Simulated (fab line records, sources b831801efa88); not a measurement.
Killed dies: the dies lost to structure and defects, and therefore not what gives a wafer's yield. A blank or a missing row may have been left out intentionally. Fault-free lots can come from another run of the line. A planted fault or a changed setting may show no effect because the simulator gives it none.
A sampling plan put to the test + flow gf180mcu + one line in one fab, 7 faults in these records, each fault weighed on the records of the lots it struck
The plan consists of the line's own looks: route steps at which the wafer is read by a gauge or an inspection but not changed. A look is open to judgement when struck wafers have a number at it and the file gives its usual mean and standard deviation on fault-free wafers. Caught: at a look after the fault's first step, the mean of the struck wafers lies 4 or more of those standard deviations (sigma) from the usual mean. On the tool: the same test on the tool's own readings at the fault's steps. A different recipe on the struck wafers counts as caught too, as does a record blank only for those wafers.

THE FAULTS, as the simulator had put them in
1. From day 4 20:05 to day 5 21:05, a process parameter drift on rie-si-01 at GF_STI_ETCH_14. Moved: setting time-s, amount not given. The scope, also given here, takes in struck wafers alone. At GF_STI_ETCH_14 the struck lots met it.
2. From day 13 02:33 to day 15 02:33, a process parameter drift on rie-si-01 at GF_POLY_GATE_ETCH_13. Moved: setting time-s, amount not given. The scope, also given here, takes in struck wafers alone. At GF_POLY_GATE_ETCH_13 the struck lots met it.
3. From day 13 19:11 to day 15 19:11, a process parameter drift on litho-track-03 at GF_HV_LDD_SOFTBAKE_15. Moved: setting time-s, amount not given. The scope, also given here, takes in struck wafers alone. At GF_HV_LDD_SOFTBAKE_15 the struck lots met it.
4. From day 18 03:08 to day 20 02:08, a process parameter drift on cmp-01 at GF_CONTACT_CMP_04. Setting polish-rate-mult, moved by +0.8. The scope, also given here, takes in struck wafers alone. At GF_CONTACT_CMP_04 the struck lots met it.
5. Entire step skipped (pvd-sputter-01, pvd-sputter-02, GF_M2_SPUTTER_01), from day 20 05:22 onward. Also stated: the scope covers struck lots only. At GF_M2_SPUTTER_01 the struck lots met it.
6. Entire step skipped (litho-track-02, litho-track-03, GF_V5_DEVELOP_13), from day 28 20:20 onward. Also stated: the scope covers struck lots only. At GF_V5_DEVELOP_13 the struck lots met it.
7. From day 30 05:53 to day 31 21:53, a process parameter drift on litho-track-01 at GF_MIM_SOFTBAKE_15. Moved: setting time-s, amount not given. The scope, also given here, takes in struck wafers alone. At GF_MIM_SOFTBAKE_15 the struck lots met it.

WHAT THE PLAN SAW
| fault | on the tool itself                               | first look that catches it                      | reading, sigma                                    | median hours from its first step to that look | hours from the fault's start to the first struck lot there | judged looks passed uncaught |
|-------|--------------------------------------------------|-------------------------------------------------|---------------------------------------------------|-----------------------------------------------|------------------------------------------------------------|------------------------------|
| 1     | run-length-s -10 sigma                           | not the one look that can be judged after it    | strongest: M3_ALCU_THK at GF_M3_THK_MEAS_06, -2.2 | -                                             | -                                                          | 1                            |
| 2     | run-length-s -18 sigma                           | no look after it can be judged                  | -                                                 | -                                             | -                                                          | 0                            |
| 3     | heater-power-total-W +16 sigma                   | none of the 2 looks that can be judged after it | -                                                 | -                                             | -                                                          | 2                            |
| 4     | time-to-endpoint-s -9.6 sigma                    | no look after it can be judged                  | -                                                 | -                                             | -                                                          | 0                            |
| 5     | the tool's record is blank for the struck wafers | no look after it can be judged                  | -                                                 | -                                             | -                                                          | 0                            |
| 6     | the tool's record is blank for the struck wafers | no look after it can be judged                  | -                                                 | -                                             | -                                                          | 0                            |
| 7     | run-length-s +16 sigma                           | no look after it can be judged                  | -                                                 | -                                             | -                                                          | 0                            |
A dash: this means the fault isn't caught or the number doesn't appear in these records.

Caught at a look: 0 of 7. Caught on the tool: 7 of 7. By one or the other: 7 of 7.
Faults 1, 2, 3, 4, 5, 6, 7 were caught on the tool alone.
